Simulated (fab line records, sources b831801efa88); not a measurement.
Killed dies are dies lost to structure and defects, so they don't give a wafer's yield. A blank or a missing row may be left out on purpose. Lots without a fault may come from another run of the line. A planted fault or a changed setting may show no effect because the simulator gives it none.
Which tool did it? | flow sky130 | 13 lots, 39 wafers sampled, at 4 steps of a route of 708

WHAT THE GAUGES READ, wafer by wafer
SKY_VIA1_BOW_MEAS_03.
lot  | measured     | on            | VIA1_BOW (um)
L860 | day 33 22:01 | film_metro-03 | 83 84 87
L859 | day 33 22:58 | film_metro-01 | 78 82 67
L861 | day 34 09:53 | film_metro-03 | 77 92 77
L863 | day 34 12:10 | film_metro-03 | 93 72 80
L865 | day 35 13:34 | film_metro-03 | 86 90 87
L866 | day 35 15:49 | film_metro-03 | 77 82 95
L869 | day 36 15:59 | film_metro-03 | 89 81 63
L870 | day 36 19:53 | film_metro-03 | 74 76 90
L873 | day 37 16:13 | film_metro-01 | 77 63 86
L877 | day 38 23:10 | film_metro-01 | 88 74 88
L878 | day 38 23:46 | film_metro-03 | 77 92 73
L879 | day 39 10:05 | film_metro-01 | 78 77 94
L880 | day 39 11:20 | film_metro-03 | 79 87 79

SKY_VIA1_OVL_MEAS_13.
lot  | measured     | on         | VIA1_OVL (nm)
L860 | day 35 00:25 | overlay-01 | 5 3 -1
L859 | day 35 01:52 | overlay-02 | -2 4 2
L861 | day 35 12:40 | overlay-02 | -6 -8 -12
L863 | day 35 14:38 | overlay-01 | -1 -4 -10
L865 | day 36 15:46 | overlay-01 | 12 9 15
L866 | day 36 18:13 | overlay-01 | -2 -3 4
L869 | day 37 17:01 | overlay-02 | 8 10 5
L870 | day 37 21:34 | overlay-01 | 0 6 -6
L873 | day 38 17:56 | overlay-01 | 10 8 -1
L877 | day 40 00:21 | overlay-01 | 12 3 16
L878 | day 40 00:53 | overlay-02 | 0 4 7
L879 | day 40 10:17 | overlay-01 | 7 3 2
L880 | day 40 11:32 | overlay-01 | 2 -1 11

WHICH TOOL RAN EACH LOT (tool, then ch and the chambers of the sampled wafers, then the start)
lot  | SKY_POLY_GATE_COAT_07             | SKY_CONTACT_ETCH_16
L860 | litho_track-03 ch 0, day 16 21:46 | rie_diel-04 ch 0,2,3, day 32 16:16
L859 | litho_track-03 ch 0, day 16 23:52 | rie_diel-01 ch 0,1,2, day 32 17:43
L861 | litho_track-03 ch 0, day 17 08:50 | rie_diel-04 ch 1,2,3, day 33 04:19
L863 | litho_track-03 ch 0, day 17 17:08 | rie_diel-01 ch 2,3, day 33 06:45
L865 | litho_track-02 ch 0, day 18 19:32 | rie_diel-04 ch 0,1,3, day 34 08:10
L866 | litho_track-01 ch 0, day 18 20:25 | rie_diel-01 ch 0,1, day 34 10:16
L869 | litho_track-01 ch 0, day 20 01:12 | rie_diel-03 ch 2,3, day 35 10:16
L870 | litho_track-01 ch 0, day 20 07:12 | rie_diel-04 ch 0,2,3, day 35 14:19
L873 | litho_track-03 ch 0, day 21 06:23 | rie_diel-04 ch 0,1,3, day 36 11:03
L877 | litho_track-01 ch 0, day 22 19:15 | rie_diel-03 ch 0,1,3, day 37 18:28
L878 | litho_track-01 ch 0, day 22 22:57 | rie_diel-01 ch 1,2,3, day 37 19:31
L879 | litho_track-03 ch 0, day 23 09:55 | rie_diel-01 ch 0,1,2, day 38 04:28
L880 | litho_track-01 ch 0, day 23 11:57 | rie_diel-01 ch 1,2,3, day 38 06:30
- SKY_POLY_GATE_COAT_07: resist thk 110 nm.
- SKY_CONTACT_ETCH_16: etches BARC in N2/H2, stops on SiO2, time 45.9 s, target depth 60 nm.

WHAT THE TOOLS THEMSELVES READ (means of the sampled wafers that have a number; where no wafer has one, the mark that the record gives instead)
SKY_POLY_GATE_COAT_07.
lot  | tool           | spin_speed_rpm (rpm)
L860 | litho_track-03 | 3000.9
L859 | litho_track-03 | 3000.6
L861 | litho_track-03 | 3000.8
L863 | litho_track-03 | 3000.0
L865 | litho_track-02 | 3001.3
L866 | litho_track-01 | 3000.1
L869 | litho_track-01 | 3288.6
L870 | litho_track-01 | 3286.1
L873 | litho_track-03 | 3000.2
L877 | litho_track-01 | 2999.3
L878 | litho_track-01 | 3001.1
L879 | litho_track-03 | 2999.5
L880 | litho_track-01 | 2998.8

SKY_CONTACT_ETCH_16.
lot  | tool        | drypump_motor_current_A (A) | h2_flow_sccm (sccm) | oes_product_au (a.u.) | throttle_valve_pct (%)
L860 | rie_diel-04 | 5.5                         | 199.5               | 0.854                 | 13.220
L859 | rie_diel-01 | 5.9                         | 200.1               | 0.855                 | 13.230
L861 | rie_diel-04 | 5.4                         | 199.4               | 0.853                 | 13.236
L863 | rie_diel-01 | 5.5                         | 200.3               | 0.857                 | 13.220
L865 | rie_diel-04 | 5.6                         | 200.2               | 0.858                 | 13.224
L866 | rie_diel-01 | 6.1                         | 199.4               | 0.852                 | 13.229
L869 | rie_diel-03 | 5.8                         | 199.9               | 0.855                 | 13.225
L870 | rie_diel-04 | 5.6                         | 199.8               | 0.858                 | 13.223
L873 | rie_diel-04 | 5.6                         | 199.6               | 0.856                 | 13.224
L877 | rie_diel-03 | 5.8                         | 200.1               | 0.858                 | 13.213
L878 | rie_diel-01 | 5.7                         | 200.7               | 0.855                 | 13.230
L879 | rie_diel-01 | 5.9                         | 200.1               | 0.853                 | 13.220
L880 | rie_diel-01 | 5.7                         | 199.9               | 0.859                 | 13.218

THE ANSWER, worked out from the rows above alone
Rule: what is usual is taken from the lots themselves. Put in order of their means at a reading, lots are off if they are a third of the lots or fewer, leave a main group of 4 or more, and stand apart from it by a gap of 3 or more times the standard deviation of the main group's means; of several such gaps the widest counts. A main group whose means are all the same, to the digits that the tables above print for the reading, isn't used. A lot without any number at a reading at which 4 lots or more have one is off too. The other lots that the step has rows for count as sound. The gauges are gone through in route order, then the tools' own readings, and for those a lot's mean is taken as printed above. The first step at which some lot is off is used, and at that step the reading that is off furthest; a lot without a number counts as furthest.
Off: L869, L870, at SKY_POLY_GATE_COAT_07 (spin_speed_rpm). The main group: mean 3000.2 rpm, standard deviation 0.76.
A tool fits if, at that step or a process step before it, it ran every lot that is off, and no sound lot after the first of them. None of those tried fits.

WHAT THE SIMULATOR HAD PUT IN
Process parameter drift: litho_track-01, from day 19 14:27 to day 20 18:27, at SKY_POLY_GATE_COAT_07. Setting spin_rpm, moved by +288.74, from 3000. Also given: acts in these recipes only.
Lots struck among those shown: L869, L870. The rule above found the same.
